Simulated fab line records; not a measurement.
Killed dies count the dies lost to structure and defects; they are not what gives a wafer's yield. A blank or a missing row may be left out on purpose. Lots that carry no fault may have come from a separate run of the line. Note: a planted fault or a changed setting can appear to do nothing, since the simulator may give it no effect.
Which tool is to blame?    flow sky130    12 lots with 36 wafers sampled at 3 steps, on a route of 708 steps

## WHAT THE GAUGES READ, wafer by wafer
SKY_VIA2_THK_MEAS_01.
lot   measured      on             VIA2_HDPCVD_THK (nm)
L074  day 37 03:10  film metro-03  1175 1188 1184
L076  day 37 02:27  film metro-03  1186 1205 1201
L079  day 37 15:32  film metro-01  1203 1207 1197
L081  day 37 18:59  film metro-03  1194 1177 1180
L083  day 38 12:50  film metro-04  1194 1187 1189
L085  day 38 22:51  film metro-03  1177 1175 1177
L087  day 39 12:29  film metro-04  1186 1170 1173
L089  day 40 01:47  film metro-04  1192 1190 1187
L091  day 40 16:19  film metro-01  1178 1201 1179
L093  day 41 04:20  film metro-04  1179 1179 1189
L095  day 41 22:58  film metro-03  1200 1181 1186
L097  day 42 07:31  film metro-04  1174 1172 1164

## EACH LOT AND THE TOOL THAT RAN IT (in order: tool; ch and the chambers of the sampled wafers; start)
lot   SKY_FIELD_ISO_ETCH_14              SKY_METAL1_STRIP_20
L074  rie diel-02 ch 0,1,3, day 3 03:37  plasma asher-03 ch 0,1, day 34 19:02
L076  rie diel-04 ch 0,1, day 3 03:58    plasma asher-03 ch 0,1, day 34 18:22
L079  rie diel-02 ch 0,3, day 3 10:34    plasma asher-03 ch 0,1, day 35 06:49
L081  rie diel-04 ch 0,1,3, day 3 17:22  plasma asher-03 ch 0,1, day 35 10:43
L083  rie diel-02 ch 1,2, day 4 03:52    plasma asher-01 ch 0,1, day 36 05:11
L085  rie diel-02 ch 1,3, day 4 16:13    plasma asher-02 ch 0,1, day 36 15:18
L087  rie diel-01 ch 0,1,3, day 5 00:07  plasma asher-03 ch 0,1, day 37 06:34
L089  rie diel-04 ch 0,1,2, day 5 10:22  plasma asher-03 ch 0,1, day 37 20:55
L091  rie diel-02 ch 0,2,3, day 5 21:40  plasma asher-02 ch 0,1, day 38 11:16
L093  rie diel-01 ch 0,2,3, day 6 08:16  plasma asher-01 ch 0,1, day 39 00:29
L095  rie diel-04 ch 0,1,3, day 6 18:33  plasma asher-01 ch 0,1, day 39 18:16
L097  rie diel-04 ch 0,1, day 7 05:34    plasma asher-01 ch 0,1, day 40 04:23
- SKY_FIELD_ISO_ETCH_14: etches BARC in N2/H2, stops on SiO2, time 45.9 s, target depth 60 nm.
- SKY_METAL1_STRIP_20: strips in O2/N2.

## THE ANSWER, worked out from the rows above alone
Rule: the usual values come from the lots themselves. The widest of any qualifying gaps counts: lots, ordered by their means at a reading, are off when they make up no more than a third of the lots, leave a main group of 4 or more, and stand apart from it by 3 or more times the standard deviation of that group's means. A main group whose means are all the same, to the digits that the tables above print for the reading, isn't used. Also off: a lot with no number at a reading for which 4 or more lots have one. Where the step has rows for the other lots, those lots are counted as sound.
No lot is off on any of the readings shown, so nothing can be concluded from this.

## WHAT HAD BEEN PUT IN BY THE SIMULATOR
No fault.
